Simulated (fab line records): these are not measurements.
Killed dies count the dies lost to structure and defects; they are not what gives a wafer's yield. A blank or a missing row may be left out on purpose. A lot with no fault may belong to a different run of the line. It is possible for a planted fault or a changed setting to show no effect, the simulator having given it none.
Problem report, 8D (eight disciplines) form, completed by code -- flow sky130 -- the parts of the form that need people (team, actions taken, sign-off) are left out

== 1. THE PROBLEM ==
SKY_PAD_OPEN_PROBE_99, killed-at-front-end: mean 51 on 3 wafers (1 lot); fault-free wafers 15, standard deviation 4.5. That puts it +8.1 standard deviations away from the usual mean.
The first sign was on wafer L312.1 at day 48 21:05, on prober-02. The record holds 35 wafers of 12 lots with a number at this step. The rule behind "out" and "out of limits": a value lying over 4 standard deviations away from the usual mean. The other wafers with a number count as sound.

== 2. WHAT THIS IS AND IS NOT ==
question,is,is not
which readings at this step,killed-at-front-end,"killed-at-contacts, killed-at-other, killed-open, killed-short"
which lots,L312,"L299, L300, L301, L302, L303, L304, L305, L307, L309, L317, L319"
which wafers of those lots,all that have a number,-
read on which tools,prober-02,prober-01
when,from day 48 21:05,"up to then (26 sound wafers); but 6 sound wafers of L317, L319 came after"

== 3. THE SUSPECTS, EACH WITH WHAT RULES IT OUT ==
Counting: a tool at a process step up to the reading stays a suspect if it ran every lot that is out and no sound lot after the first of them.
- wet-bench-01 at SKY_FIELD_ISO_WET_ETCH_18 (etches Si3N4 in H3PO4, target depth 25 nm, time 297.3 s): kept. It ran the lot that is out, L312 (day 5 03:04), and no sound lot after that; its last sound lot up to then is L309 (day 4 09:07).
- pvd-sputter-01 at SKY_METAL4_SPUTTER_03 (material Ti, target thk 5 nm, time 3.3 s): ruled out as a lasting fault. Sound lots L317 ran on it after its first lot that is out, L312 (day 43 08:47).
- plasma-asher-01 at SKY_VIA4_STRIP_13 (strips in O2/N2): kept. It ran the lot that is out, L312 (day 46 05:17), and no sound lot after that; its last sound lot up to then is L309 (day 45 16:41).
- prober-02 at SKY_PAD_OPEN_PROBE_99: kept. It ran the lot that is out, L312 (day 48 21:05), and no sound lot after that; its last sound lot up to then is L309 (day 48 10:32). Out on those wafers are its own readings of killed-at-front-end.
wet-bench-01 at SKY_FIELD_ISO_WET_ETCH_18, plasma-asher-01 at SKY_VIA4_STRIP_13 and prober-02 at SKY_PAD_OPEN_PROBE_99 are what is left after counting.

== 4. THE CAUSE (what the simulator had put in) ==
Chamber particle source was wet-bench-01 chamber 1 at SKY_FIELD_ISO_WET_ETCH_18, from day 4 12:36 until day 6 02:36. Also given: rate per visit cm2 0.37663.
Counting left 3 suspects, and this tool is among them.

== 5. SEQUENCE OF EFFECTS, ordered by route ==
Rows list readings where the struck wafers' mean (over those with a number) sits beyond 3 standard deviations from the usual. Scope: only readings with a usual standard deviation given in the record; hours: median across lots of the time from each lot's start at the first step in this table that gives one to its start at this step; sigmas: change in usual standard deviations.
hours,step,reading,usual,on struck wafers,change,sigmas
0,SKY_PAD_OPEN_PROBE_99,killed-at-front-end,15,51,+36,+8.1
0,SKY_PAD_OPEN_PROBE_99,killed-dies,86,118,+32,+3.7
The process steps in it:
- SKY_PAD_OPEN_PROBE_99

== 6. HOW IT WOULD HAVE BEEN CAUGHT EARLIER ==
First out-of-limits reading in this record: day 48 21:05, which is 1064 hours after fault onset at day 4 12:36.
The start of SKY_FIELD_ISO_WET_ETCH_18 on wet-bench-01 came by day 48 21:05 for every one of the lots that are out (1). None of them would have been spared by holding the tool at that moment.
